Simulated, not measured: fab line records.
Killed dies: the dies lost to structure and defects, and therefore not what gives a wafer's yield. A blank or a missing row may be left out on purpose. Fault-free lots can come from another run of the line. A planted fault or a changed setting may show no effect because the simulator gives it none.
A struck lot beside a sound one | flow sky130 | 42 steps out of a route of 708
Sound: wafers L576.1, L576.3, L576.5. Struck: wafers L569.1, L569.4, L569.5. At the end, the cause is stated.
Each step with rows lists, per side, the tool, then ch with its chambers, then its first start. Under that, the readings that differ: sound wafers | struck wafers | difference of the means | sigmas: that difference in standard deviations of wafers without a fault.
alike: words and numbers the same on both sides, and readings whose means are apart by under 2 such deviations; not compared: readings that were withheld, readings missing a value for some wafer, numbers with overlapping values and no deviation given by the record, and bounds like >300 which may hide the same value.
The two part at a step that has a row with sigmas, a row that says differs or no value, or rows on one side only. Numbers that don't overlap but have no deviation are shown without sigmas and don't part them. A reading that every wafer of one side lacks parts them only if that side has two wafers or more.

SKY_METAL5_THK_MEAS_06: measures by xrf.
  sound on film-metro-03, day 48 00:20; struck on film-metro-02, day 45 16:17
  alike: METAL5_ALCU_THK
then, 8 steps without rows for these wafers: SKY_METAL5_DEHYDRATE_07 (time 60 s); SKY_METAL5_HMDS_08 (prime time 60 s); SKY_METAL5_COAT_09 (resist thk 1800 nm); SKY_METAL5_SOFTBAKE_10 (time 60 s); SKY_METAL5_EXPOSE_11 (exposes mask MM5, target cd 1600 nm); SKY_METAL5_PEB_12; SKY_METAL5_DEVELOP_13 (develop time 60 s); SKY_METAL5_DESCUM_14 (chemistry O2, time 11 s).
SKY_METAL5_METAL_ETCH_15: etches the open film in Cl2/BCl3, stops on SiO2, target depth 1260 nm, time 252 s.
  sound on rie-metal-01 ch 0,1, day 48 18:05; struck on rie-metal-03 ch 0,1, day 46 12:25
  alike: bcl3-flow-sccm, drypump-motor-current-A, mfc-cl2-sccm, oes-product-au, throttle-valve-pct
  not compared: rf-hours-counter-h
SKY_METAL5_STRIP_16: strips in O2/N2.
  sound on plasma-asher-03 ch 0,1, day 48 18:19; struck on plasma-asher-04 ch 0, day 46 12:39
  alike: drypump-motor-current-A, o2-flow-sccm, oes-product-au, strip-time-to-endpoint-s
  not compared: rf-hours-counter-h
then, 1 step without rows for these wafers: SKY_METAL5_STRIP_17 (strips in post etch residue remover, time 1200 s).
SKY_METAL5_CLEAN_18: cleans in IPA, time 180 s.
  sound on wet-bench-02 ch 2, day 48 18:46; struck on wet-bench-03 ch 2, day 46 13:07
  alike: bath-heat-duty-pct
then, 2 steps without rows for these wafers: SKY_METAL5_CLEAN_19 (cleans in O3/DIW); SKY_PASSIVATION_CVD_00 (deposits SiO2, target thk 90 nm).
SKY_PASSIVATION_THK_MEAS_01:
  sound on film-metro-01, day 48 18:56; struck on film-metro-04, day 46 13:17
  alike: PASSIVATION_CVD_00_THK
SKY_PASSIVATION_CVD_02: deposits Si3N4, target thk 540 nm.
  sound on pecvd-03 ch 0,1,2, day 48 19:00; struck on pecvd-03 ch 1,2, day 46 13:21
  alike: heater-power-w
SKY_PASSIVATION_THK_MEAS_03:
  sound on film-metro-04, day 48 19:13; struck on film-metro-01, day 46 13:35
  alike: PASSIVATION_CVD_02_THK
then, 7 steps without rows for these wafers: SKY_PASSIVATION_DEHYDRATE_04 (time 60 s); SKY_PASSIVATION_HMDS_05 (prime time 60 s); SKY_PASSIVATION_COAT_06 (resist thk 3000 nm); SKY_PASSIVATION_SOFTBAKE_07; SKY_PASSIVATION_EXPOSE_08 (exposes mask NSM, target cd 3000 nm); SKY_PASSIVATION_PEB_09; SKY_PASSIVATION_DEVELOP_10 (develop time 60 s).
SKY_PASSIVATION_ETCH_11: etches the open film in CF4/O2, stops on AlCu, target depth 725 nm, time 161.1 s.
  sound on rie-diel-04 ch 1,2, day 49 12:12; struck on rie-diel-01 ch 0,1,2, day 47 09:55
  alike: drypump-motor-current-A, oes-product-au, throttle-valve-pct
  not compared: rf-hours-counter-h
SKY_PASSIVATION_STRIP_12: strips in O2/N2.
  sound on plasma-asher-03 ch 0,1, day 49 12:18; struck on plasma-asher-03 ch 0,1, day 47 10:01
  alike: drypump-motor-current-A, o2-flow-sccm, oes-product-au, strip-time-to-endpoint-s
  not compared: rf-hours-counter-h
then, 13 steps without rows for these wafers: SKY_PAD_OPEN_DEHYDRATE_00 (time 60 s); SKY_PAD_OPEN_HMDS_01 (prime time 60 s); SKY_PAD_OPEN_COAT_02 (resist thk 3000 nm); SKY_PAD_OPEN_SOFTBAKE_03; SKY_PAD_OPEN_EXPOSE_04 (exposes mask PDM, target cd 60000 nm); SKY_PAD_OPEN_PEB_05; SKY_PAD_OPEN_DEVELOP_06 (develop time 60 s); SKY_PAD_OPEN_ETCH_07 (etches the open film in CF4/O2, stops on AlCu, target depth 725 nm, time 161.1 s); SKY_PAD_OPEN_STRIP_08 (strips in O2/N2); SKY_PAD_OPEN_STRIP_09 (strips in post etch residue remover, time 1200 s); SKY_PAD_OPEN_CLEAN_10 (cleans in IPA, time 180 s); SKY_PAD_OPEN_CLEAN_11 (cleans in O3/DIW); SKY_PAD_OPEN_ANNEAL_12.
SKY_PAD_OPEN_BOW_MEAS_13:
  sound on film-metro-03, day 50 06:23; struck on film-metro-03, day 48 09:23
  alike: PAD_OPEN_BOW
SKY_PAD_OPEN_PROBE_99:
  sound on prober-01, day 50 06:31; struck on prober-02, day 48 09:30
  reading                               | sound              | struck            | difference | sigmas
  defect-limited-yield (%)              | 84.1 83.9 85.0     | 70.9 74.4 72.0    | -11.9      | -7
  killed_at_M4_up                       | 1 1 4              | 57 59 57          | +56        | +27
  killed-dies                           | 78 79 74           | 143 126 138       | +59        | +6
  sort_bin_3_pad_short (%)              | 1.0 0.6 1.0        | 2.8 3.9 4.1       | +2.7       | +7
  sort_bin_5_function (%)               | 9.8 10.0 7.7       | 18.9 15.4 17.3    | +8.0       | +5
  sort-n-pass                           | 414 413 418        | 349 366 354       | -59        | -6
  sort-yield-pct (%)                    | 84.1 83.9 85.0     | 70.9 74.4 72.0    | -11.9      | -7
  model.etest.tester.sort-n-pass        | 414 413 418        | 349 366 354       | -59        |
  model.etest.tester.sort-yield-pct (%) | 84.15 83.94 84.96  | 70.94 74.39 71.95 | -11.92     |
  model.etest.tester.sort_bin_5_pct (%) | 9.756 9.959 7.724  | 18.9 15.45 17.28  | +8.1       |
  model.etest.tester.sort_bin_3_pct (%) | 1.016 0.6098 1.016 | 2.846 3.862 4.065 | +2.710     |
  alike: killed_at_M0_to_M3, killed-at-contacts, killed-at-front-end, killed-at-other, killed-open, killed-short, sort_bin_6_memory

## WHERE THEY PART
Only at SKY_PAD_OPEN_PROBE_99, as far as this record shows.

WHY: the cause the simulator had injected
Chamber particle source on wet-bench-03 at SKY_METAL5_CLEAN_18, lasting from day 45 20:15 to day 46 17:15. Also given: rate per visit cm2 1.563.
